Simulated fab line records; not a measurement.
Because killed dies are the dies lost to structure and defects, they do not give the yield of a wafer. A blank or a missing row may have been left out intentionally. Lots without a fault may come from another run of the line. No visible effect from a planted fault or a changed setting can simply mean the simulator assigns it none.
Chamber matching / flow sky130 / 4 sister chambers for SKY_CONTACT_CMP_04 on cmp-01
The step polishes SiO2. 8 wafers are shown with their chamber, then 7 later ones without.

WAFERS, EACH WITH ITS CHAMBER
wafer=L623.1; chamber=0; motor_current_A (A)=14.2; retaining_ring_pressure_frac=1.003
wafer=L623.3; chamber=2; motor_current_A (A)=12.0; retaining_ring_pressure_frac=0.995
wafer=L627.5; chamber=2; motor_current_A (A)=11.9; retaining_ring_pressure_frac=0.999
wafer=L628.3; chamber=3; motor_current_A (A)=12.6; retaining_ring_pressure_frac=0.998
wafer=L628.4; chamber=1; motor_current_A (A)=11.6; retaining_ring_pressure_frac=0.995
wafer=L628.5; chamber=3; motor_current_A (A)=12.5; retaining_ring_pressure_frac=1.005
wafer=L629.1; chamber=1; motor_current_A (A)=12.0; retaining_ring_pressure_frac=0.998
wafer=L629.2; chamber=0; motor_current_A (A)=14.9; retaining_ring_pressure_frac=0.999

WAFERS WITH NO CHAMBER GIVEN
wafer=L629.5; motor_current_A (A)=10.4; retaining_ring_pressure_frac=0.997
wafer=L630.2; motor_current_A (A)=10.5; retaining_ring_pressure_frac=0.996
wafer=L630.4; motor_current_A (A)=12.3; retaining_ring_pressure_frac=1.008
wafer=L630.6; motor_current_A (A)=15.1; retaining_ring_pressure_frac=1.004
wafer=L638.1; motor_current_A (A)=11.4; retaining_ring_pressure_frac=1.003
wafer=L638.5; motor_current_A (A)=12.4; retaining_ring_pressure_frac=1.003
wafer=L638.6; motor_current_A (A)=11.6; retaining_ring_pressure_frac=1.003

WHICH CHAMBER EACH WENT THROUGH
wafer=L629.5; from the rows above=can't be placed: 1 or 2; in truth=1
wafer=L630.2; from the rows above=can't be placed: 1 or 2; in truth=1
wafer=L630.4; from the rows above=can't be placed: 3 or 2 or 1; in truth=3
wafer=L630.6; from the rows above=0; in truth=0
wafer=L638.1; from the rows above=can't be placed: 1 or 2 or 3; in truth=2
wafer=L638.5; from the rows above=can't be placed: 3 or 2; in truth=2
wafer=L638.6; from the rows above=can't be placed: 1 or 2 or 3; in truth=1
1 of 7 placed correctly. Cannot be placed on the basis of these rows: 6; the candidates contain the true chamber in 6. Placed wrongly: 0.
How it was worked out, from the rows above alone: a wafer's distance from a chamber is the root of the sum, over the readings, of the square of ((its reading less the chamber's mean) divided by the reading's scatter). If the next closest chamber is less than 2 further off than the closest, the wafer can't be placed; otherwise it belongs to the closest. The mean given for a chamber averages the wafers shown for that chamber. The scatter: the root of (the sum of the squares of (reading less its chamber's mean) over the shown wafers, divided by (wafers less chambers)).
